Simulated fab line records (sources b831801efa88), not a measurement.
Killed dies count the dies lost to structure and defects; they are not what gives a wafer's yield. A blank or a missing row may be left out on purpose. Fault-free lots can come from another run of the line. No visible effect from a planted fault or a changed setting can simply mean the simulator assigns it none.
Which tool was responsible? | flow gf180mcu | 14 lots with 42 wafers sampled at 5 steps, on a route of 602 steps

== WHAT THE GAUGES SHOWED, per wafer ==
GF_STI_THK_MEAS_24. Usual: STI_CVD_23_THK gives 655 nm (standard deviation 8).
lot  | measured    | on            | STI_CVD_23_THK (nm) | flag
L865 | day 2 02:06 | film_metro-01 | 660 668 664         |
L866 | day 2 12:31 | film_metro-01 | 668 660 664         |
L868 | day 2 18:48 | film_metro-01 | 654 651 641         |
L869 | day 3 01:14 | film_metro-01 | 649 638 658         |
L871 | day 3 09:43 | film_metro-02 | 649 645 652         |
L870 | day 3 09:44 | film_metro-03 | 667 666 674         |
L872 | day 3 15:08 | film_metro-01 | 666 653 659         |
L873 | day 3 22:20 | film_metro-03 | 667 661 668         |
L874 | day 4 03:38 | film_metro-01 | 649 655 660         |
L876 | day 4 13:18 | film_metro-02 | 659 657 661         |
L879 | day 5 03:53 | film_metro-03 | 644 649 652         |
L883 | day 5 23:48 | film_metro-02 | 644 651 648         |
L884 | day 6 05:24 | film_metro-01 | 662 647 663         |
L885 | day 6 10:04 | film_metro-01 | 657 652 663         |

GF_VT_IMPLANT_TW_MEAS_10. Usual: VT_IMPLANT_TW gives 559 (standard deviation 3.6).
lot  | measured     | on            | VT_IMPLANT_TW | flag
L865 | day 5 12:53  | film_metro-01 | 563 561 563   |
L866 | day 6 01:14  | film_metro-04 | 556 554 558   |
L868 | day 6 07:42  | film_metro-04 | 557 560 558   |
L869 | day 6 18:23  | film_metro-04 | 560 559 556   |
L871 | day 7 04:17  | film_metro-04 | 567 561 564   |
L870 | day 7 04:57  | film_metro-04 | 560 561 564   |
L872 | day 7 10:09  | film_metro-03 | 550 553 547   |
L873 | day 7 16:26  | film_metro-04 | 561 561 564   |
L874 | day 8 01:07  | film_metro-03 | 558 560 556   |
L876 | day 8 11:22  | film_metro-04 | 559 560 561   |
L879 | day 9 05:35  | film_metro-03 | 557 559 557   |
L883 | day 10 06:11 | film_metro-03 | 555 556 556   |
L884 | day 10 11:10 | film_metro-01 | 563 562 560   |
L885 | day 10 18:16 | film_metro-04 | 560 563 562   |

GF_HV_LDD_OVL_MEAS_20. Usual: HV_LDD_01_OVL gives -0.1 nm (standard deviation 1.6).
lot  | measured     | on         | HV_LDD_01_OVL (nm) | flag
L865 | day 10 13:08 | overlay-01 | 1.6 0.9 1.6        |
L866 | day 11 07:05 | overlay-01 | 0.5 1.2 0.9        |
L868 | day 11 13:31 | overlay-01 | -0.5 -1.3 1.9      |
L869 | day 12 04:20 | overlay-02 | -0.9 -1.5 -2.1     |
L871 | day 12 15:49 | overlay-02 | 0.3 0.1 1.3        |
L870 | day 12 16:28 | overlay-02 | -1.4 1.0 -0.2      |
L872 | day 13 00:14 | overlay-01 | -0.4 0.6 -0.7      |
L873 | day 13 08:22 | overlay-01 | -1.0 -1.6 -1.6     |
L874 | day 13 17:44 | overlay-02 | 2.5 1.8 -2.7       |
L876 | day 14 07:58 | overlay-02 | 2.3 0.6 -0.1       |
L879 | day 15 04:02 | overlay-02 | 2.2 1.5 1.8        |
L883 | day 16 13:25 | overlay-02 | -1.8 -1.5 -3.2     |
L884 | day 16 18:26 | overlay-01 | -0.8 -1.1 -2.4     |
L885 | day 16 23:54 | overlay-01 | -1.8 -1.5 -1.1     |

== WHICH TOOL RAN EACH LOT (tool, then ch and the chambers of the sampled wafers, then the start) ==
lot  | GF_LVPWELL_COAT_02               | GF_LVPWELL_STRIP_10
L865 | litho_track-01 ch 0, day 3 12:29 | plasma_asher-01 ch 0,1, day 3 19:03
L866 | litho_track-04 ch 0, day 3 23:28 | plasma_asher-04 ch 0,1, day 4 06:51
L868 | litho_track-01 ch 0, day 4 05:07 | plasma_asher-04 ch 0,1, day 4 12:07
L869 | litho_track-02 ch 0, day 4 13:38 | plasma_asher-04 ch 0,1, day 4 21:09
L871 | litho_track-01 ch 0, day 4 23:37 | plasma_asher-01 ch 0,1, day 5 06:57
L870 | litho_track-02 ch 0, day 4 23:47 | plasma_asher-01 ch 0,1, day 5 07:20
L872 | litho_track-02 ch 0, day 5 04:23 | plasma_asher-04 ch 0,1, day 5 12:00
L873 | litho_track-02 ch 0, day 5 11:29 | plasma_asher-03 ch 0,1, day 5 19:05
L874 | litho_track-01 ch 0, day 5 17:31 | plasma_asher-03 ch 0,1, day 6 01:06
L876 | litho_track-01 ch 0, day 6 02:58 | plasma_asher-04 ch 0,1, day 6 11:26
L879 | litho_track-01 ch 0, day 6 19:49 | plasma_asher-04 ch 0,1, day 7 04:30
L883 | litho_track-02 ch 0, day 7 16:47 | plasma_asher-03 ch 0,1, day 8 01:42
L884 | litho_track-02 ch 0, day 7 22:50 | plasma_asher-04 ch 0,1, day 8 07:38
L885 | litho_track-04 ch 0, day 8 04:02 | plasma_asher-01 ch 0,1, day 8 13:23
- GF_LVPWELL_COAT_02: resist thk 3000 nm.
- GF_LVPWELL_STRIP_10: strips in O2/N2.

== AS READ BY THE TOOLS THEMSELVES (means over the sampled wafers that have a number; for cases with no such wafer, the mark the record gives instead) ==
GF_LVPWELL_COAT_02. Usual: resist_line_temp_C reads 22.98 C (standard deviation 0.1).
lot  | tool           | resist_line_temp_C (C) | flag
L865 | litho_track-01 | 22.98                  |
L866 | litho_track-04 | 23.06                  |
L868 | litho_track-01 | 22.97                  |
L869 | litho_track-02 | 22.99                  |
L871 | litho_track-01 | 22.89                  |
L870 | litho_track-02 | 23.08                  |
L872 | litho_track-02 | 23.04                  |
L873 | litho_track-02 | 22.94                  |
L874 | litho_track-01 | 23.05                  |
L876 | litho_track-01 | 22.73                  |
L879 | litho_track-01 | 23.09                  |
L883 | litho_track-02 | 22.95                  |
L884 | litho_track-02 | 22.79                  |
L885 | litho_track-04 | 22.97                  |

GF_LVPWELL_STRIP_10. Usual: drypump_motor_current_A 5.6 A, standard deviation 0.37; heater_power_w 325 W, standard deviation 23; oes_product_au 0.722 a.u., standard deviation 0.0041; strip_time_to_endpoint_s 36.97 s, standard deviation 0.13.
lot  | tool            | drypump_motor_current_A (A) | heater_power_w (W) | oes_product_au (a.u.) | strip_time_to_endpoint_s (s) | flag
L865 | plasma_asher-01 | 5.1                         | 315                | 0.723                 | 37.16                        |
L866 | plasma_asher-04 | 5.8                         | 324                | 0.725                 | 36.93                        |
L868 | plasma_asher-04 | 5.8                         | 322                | 0.723                 | 36.94                        |
L869 | plasma_asher-04 | 5.8                         | 325                | 0.722                 | 36.87                        |
L871 | plasma_asher-01 | 5.1                         | 299                | 0.723                 | 36.83                        |
L870 | plasma_asher-01 | 5.1                         | 295                | 0.722                 | 37.06                        |
L872 | plasma_asher-04 | 5.8                         | 329                | 0.726                 | 36.88                        |
L873 | plasma_asher-03 | 5.9                         | 348                | 0.722                 | 37.03                        |
L874 | plasma_asher-03 | 5.9                         | 357                | 0.717                 | 37.00                        |
L876 | plasma_asher-04 | 5.7                         | 326                | 0.723                 | 39.03                        | OFF
L879 | plasma_asher-04 | 5.7                         | 332                | 0.720                 | 39.07                        | OFF
L883 | plasma_asher-03 | 5.9                         | 348                | 0.722                 | 36.79                        |
L884 | plasma_asher-04 | 5.8                         | 330                | 0.723                 | 36.93                        |
L885 | plasma_asher-01 | 5.1                         | 315                | 0.718                 | 37.16                        |

== THE ANSWER, worked out from the rows above alone ==
Rule: lot off if the mean of its wafers having a number is beyond 3 standard deviations from the usual mean. A lot without any number at a reading at which 4 lots or more have one is off too. All remaining lots with rows at the step are treated as sound. The gauges are gone through in route order, then the tools' own readings, and for those a lot's mean is taken as printed above. The first step at which some lot is off is used, and at that step the reading that is off furthest; a lot without a number counts as furthest.
Off: L876, L879 (GF_LVPWELL_STRIP_10, strip_time_to_endpoint_s).
A tool fits if, at that step or a process step before it, it ran every lot that is off, and no sound lot after the first of them. One candidate fits, namely litho_track-01 at GF_LVPWELL_COAT_02. A fault onset in the window from L874 (day 5 17:31, its last sound lot) to L876 (day 6 02:58, its first lot off) fits.

== WHAT HAD BEEN PUT IN BY THE SIMULATOR ==
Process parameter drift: litho_track-01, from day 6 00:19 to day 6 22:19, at GF_LVPWELL_COAT_02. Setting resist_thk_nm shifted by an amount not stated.
Struck lots among those shown: L876, L879. Same finding as the rule above.
